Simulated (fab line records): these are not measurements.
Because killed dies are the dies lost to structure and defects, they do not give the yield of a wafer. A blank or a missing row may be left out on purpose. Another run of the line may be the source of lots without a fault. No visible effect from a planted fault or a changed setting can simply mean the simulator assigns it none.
Shared-tool check | flow sky130 | Sample size 13 lots and 39 wafers

== WHY IT WAS OPENED ==
Of 13 lots, 2 have the reading VT_ADJUST_LVTN_TW flagged at SKY_VT_ADJUST_LVTN_TW_MEAS_10. Wafers without a fault read 239.8, standard deviation 2.1.
Rule: flag the lot when none of its wafers has a number, or when each of its wafers that has one lies beyond 4 standard deviations from that mean. The rest of the lots are taken to be sound.

lot  | measured     | on            | VT_ADJUST_LVTN_TW, wafer by wafer | flag
L719 | day 7 05:28  | film metro-01 | 238.7 238.7 238.5                 |
L720 | day 7 09:45  | film metro-02 | 235.6 236.3 236.9                 |
L723 | day 8 09:05  | film metro-03 | 242.0 241.1 241.1                 |
L725 | day 8 23:10  | film metro-03 | 241.6 241.2 241.6                 |
L726 | day 9 02:02  | film metro-03 | 243.5 240.9 241.6                 |
L728 | day 9 17:05  | film metro-02 | 237.3 237.3 237.3                 |
L729 | day 9 23:48  | film metro-01 | 239.1 238.0 239.3                 |
L732 | day 10 18:11 | film metro-01 | 226.3 226.8 225.7                 | FLAGGED
L735 | day 11 17:48 | film metro-02 | 224.0 223.3 224.7                 | FLAGGED
L736 | day 11 19:06 | film metro-03 | 241.0 241.8 241.9                 |
L737 | day 12 06:28 | film metro-01 | 239.0 238.8 238.8                 |
L739 | day 12 16:48 | film metro-03 | 243.5 241.8 241.1                 |
L740 | day 13 02:25 | film metro-01 | 240.2 240.5 240.5                 |
Average over the flagged lots: 225.1; offset from the usual -14.7, equal to -7 standard deviations.

== EACH LOT AND THE TOOL IT RAN ON ==
Before the reading, the record contains 2 process steps out of a 708-step route. Every cell lists first the tool, next ch and the chambers used by the sampled wafers, and last the start.
lot  | flag    | SKY_NWELL_STRIP_14                   | SKY_VT_ADJUST_LVTN_IMPLANT_08
L719 |         | plasma asher-01 ch 0,1, day 4 20:06  | implanter-02 ch 0, day 7 05:14
L720 |         | plasma asher-04 ch 0,1, day 5 01:33  | implanter-04 ch 0, day 7 09:30
L723 |         | plasma asher-02 ch 0,1, day 5 20:43  | implanter-04 ch 0, day 8 08:50
L725 |         | plasma asher-01 ch 0,1, day 6 10:27  | implanter-02 ch 0, day 8 22:56
L726 |         | plasma asher-04 ch 0,1, day 6 12:53  | implanter-04 ch 0, day 9 01:47
L728 |         | plasma asher-04 ch 0,1, day 7 00:15  | implanter-01 ch 0, day 9 16:50
L729 |         | plasma asher-04 ch 0,1, day 7 06:44  | implanter-04 ch 0, day 9 23:33
L732 | FLAGGED | plasma asher-04 ch 0,1, day 7 23:26  | implanter-04 ch 0, day 10 17:56
L735 | FLAGGED | plasma asher-04 ch 0,1, day 8 18:54  | implanter-04 ch 0, day 11 17:35
L736 |         | plasma asher-02 ch 0,1, day 8 21:07  | implanter-01 ch 0, day 11 18:51
L737 |         | plasma asher-04 ch 0,1, day 9 06:43  | implanter-01 ch 0, day 12 06:15
L739 |         | plasma asher-02 ch 0,1, day 9 17:22  | implanter-02 ch 0, day 12 16:33
L740 |         | plasma asher-04 ch 0,1, day 10 01:15 | implanter-01 ch 0, day 13 02:11
What the steps here do:
- SKY_NWELL_STRIP_14: strips in O2/N2.
- SKY_VT_ADJUST_LVTN_IMPLANT_08
- SKY_VT_ADJUST_LVTN_TW_MEAS_10

== FLAGGED OVER TOTAL, TOOL BY TOOL (the gauges that took the reading come last) ==
step                          | tool            | lots run | flagged | share of the flagged lots | sound lots run after its first flagged lot
SKY_NWELL_STRIP_14            | plasma asher-01 | 2        | 0       | none                      | -
SKY_NWELL_STRIP_14            | plasma asher-02 | 3        | 0       | none                      | -
SKY_NWELL_STRIP_14            | plasma asher-04 | 8        | 2       | all                       | 2 (L737,L740)
SKY_VT_ADJUST_LVTN_IMPLANT_08 | implanter-01    | 4        | 0       | none                      | -
SKY_VT_ADJUST_LVTN_IMPLANT_08 | implanter-02    | 3        | 0       | none                      | -
SKY_VT_ADJUST_LVTN_IMPLANT_08 | implanter-04    | 6        | 2       | all                       | 0
SKY_VT_ADJUST_LVTN_TW_MEAS_10 | film metro-01   | 5        | 1       | some                      | 2 (L737,L740)
SKY_VT_ADJUST_LVTN_TW_MEAS_10 | film metro-02   | 3        | 1       | some                      | 0
SKY_VT_ADJUST_LVTN_TW_MEAS_10 | film metro-03   | 5        | 0       | none                      | -

== WHAT THE TABLE PERMITS ==
plasma asher-04 at SKY_NWELL_STRIP_14 and implanter-04 at SKY_VT_ADJUST_LVTN_IMPLANT_08 are the 2 rows of the table that ran each flagged lot.
- plasma asher-04 at SKY_NWELL_STRIP_14 ran 8 lots, 2 of them flagged. Lots that were sound ran on it after the first flagged one (L737, L740); a persistent fault on the entire tool would not allow that.
- implanter-04 at SKY_VT_ADJUST_LVTN_IMPLANT_08 ran 6 lots, 2 of them flagged. Last sound lot L729 at day 9 23:33, first flagged lot L732 at day 10 17:56; a fault beginning in between fits.
Left over: one tool, implanter-04 at SKY_VT_ADJUST_LVTN_IMPLANT_08.

== WHAT HAD BEEN PUT IN BY THE SIMULATOR ==
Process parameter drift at SKY_VT_ADJUST_LVTN_IMPLANT_08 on implanter-04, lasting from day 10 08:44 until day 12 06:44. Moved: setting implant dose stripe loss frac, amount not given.
Struck lots among those shown: L732, L735. The rule above reached the same finding.
